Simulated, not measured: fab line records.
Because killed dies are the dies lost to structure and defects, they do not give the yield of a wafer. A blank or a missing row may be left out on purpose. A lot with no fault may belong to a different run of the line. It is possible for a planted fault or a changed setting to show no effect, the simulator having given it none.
The tool behind it: which one?    flow sky130    35 wafers from 12 lots sampled at 3 of the route's 708 steps

## WHAT THE GAUGES READ, wafer by wafer
SKY_SONOS_ONO_CD_MEAS_13: target cd 410 nm.
lot   measured      on         cd-nm (nm)
L149  day 12 21:37  cd-sem-02  411.4 411.9 411.4
L151  day 13 15:06  cd-sem-01  411.7 410.9 412.9
L153  day 14 16:23  cd-sem-02  407.6 407.7 408.9
L154  day 14 16:40  cd-sem-01  411.2 410.7 411.3
L155  day 14 22:07  cd-sem-01  409.7 408.4 408.5
L156  day 15 04:52  cd-sem-01  412.7 412.5 410.7
L157  day 15 17:37  cd-sem-01  408.4 411.4 409.7
L158  day 15 21:34  cd-sem-02  407.6 408.9 407.6
L159  day 16 10:35  cd-sem-02  408.3 407.1 407.8
L160  day 16 15:53  cd-sem-02  411.4 412.2 412.1
L161  day 16 22:03  cd-sem-01  410.1 407.8 406.2
L169  day 20 00:22  cd-sem-02  413.5 414.1

SKY_LDD_HVN_OVL_MEAS_07.
lot   measured      on          LDD_HVN_OVL (nm)
L149  day 20 18:28  overlay-02  0.1 0.9 0.9
L151  day 21 11:07  overlay-02  1.4 2.9 -0.4
L153  day 22 14:36  overlay-02  0.5 -0.3 1.1
L154  day 22 17:06  overlay-02  -0.7 -0.2 -0.6
L155  day 22 22:29  overlay-01  -0.4 -0.2 -1.5
L156  day 23 05:58  overlay-01  -0.3 -0.6 -1.3
L157  day 23 18:32  overlay-01  -0.9 0.2 0.8
L158  day 23 21:48  overlay-02  0.0 -0.6 -2.2
L159  day 24 11:23  overlay-01  -0.2 -1.9 -0.1
L160  day 24 16:23  overlay-01  -1.7 -1.9 -0.5
L161  day 25 04:31  overlay-01  0.2 -3.2 -0.9
L169  day 27 21:38  overlay-02  0.8 -0.8

SKY_METAL2_OVL_MEAS_16.
lot   measured      on          METAL2_OVL (nm)
L149  day 35 17:48  overlay-01  -4 -6 0
L151  day 36 03:53  overlay-01  -2 2 -1
L153  day 37 01:43  overlay-01  -1 4 4
L154  day 37 06:33  overlay-01  -3 -1 -6
L155  day 37 12:05  overlay-02  -3 2 0
L156  day 37 23:16  overlay-01  7 9 2
L157  day 38 04:03  overlay-01  6 5 6
L158  day 38 06:22  overlay-01  7 0 8
L159  day 38 16:28  overlay-02  -2 -5 1
L160  day 38 20:25  overlay-01  -4 6 -8
L161  day 39 07:29  overlay-01  6 9 9
L169  day 41 15:55  overlay-01  4 2

## TOOL THAT RAN EACH LOT (tool first, then ch and the chambers of the sampled wafers, then the start)
Record: no process step prior to these readings.

## WHAT THE TOOLS THEMSELVES READ (means of the sampled wafers that have a number; where no wafer has one, the mark that the record gives instead)
The record holds no such reading with a usual standard deviation.

## THE ANSWER, worked out from the rows above alone
Rule: the lots themselves supply what counts as usual. The widest of any qualifying gaps counts: lots, ordered by their means at a reading, are off when they make up no more than a third of the lots, leave a main group of 4 or more, and stand apart from it by 3 or more times the standard deviation of that group's means. The tables above print the reading to a certain number of digits; a main group whose means all agree to those digits is not used. Also off: a lot with no number at a reading for which 4 or more lots have one. Where the step has rows for the other lots, those lots are counted as sound. The gauges are gone through in route order, then the tools' own readings, and for those a lot's mean is taken as printed above. At the first step where some lot is off, the reading lying furthest off is the one used; lots without a number count as furthest.
No lot is off on any of the readings shown, so nothing can be concluded from this.

## WHAT THE SIMULATOR PUT IN
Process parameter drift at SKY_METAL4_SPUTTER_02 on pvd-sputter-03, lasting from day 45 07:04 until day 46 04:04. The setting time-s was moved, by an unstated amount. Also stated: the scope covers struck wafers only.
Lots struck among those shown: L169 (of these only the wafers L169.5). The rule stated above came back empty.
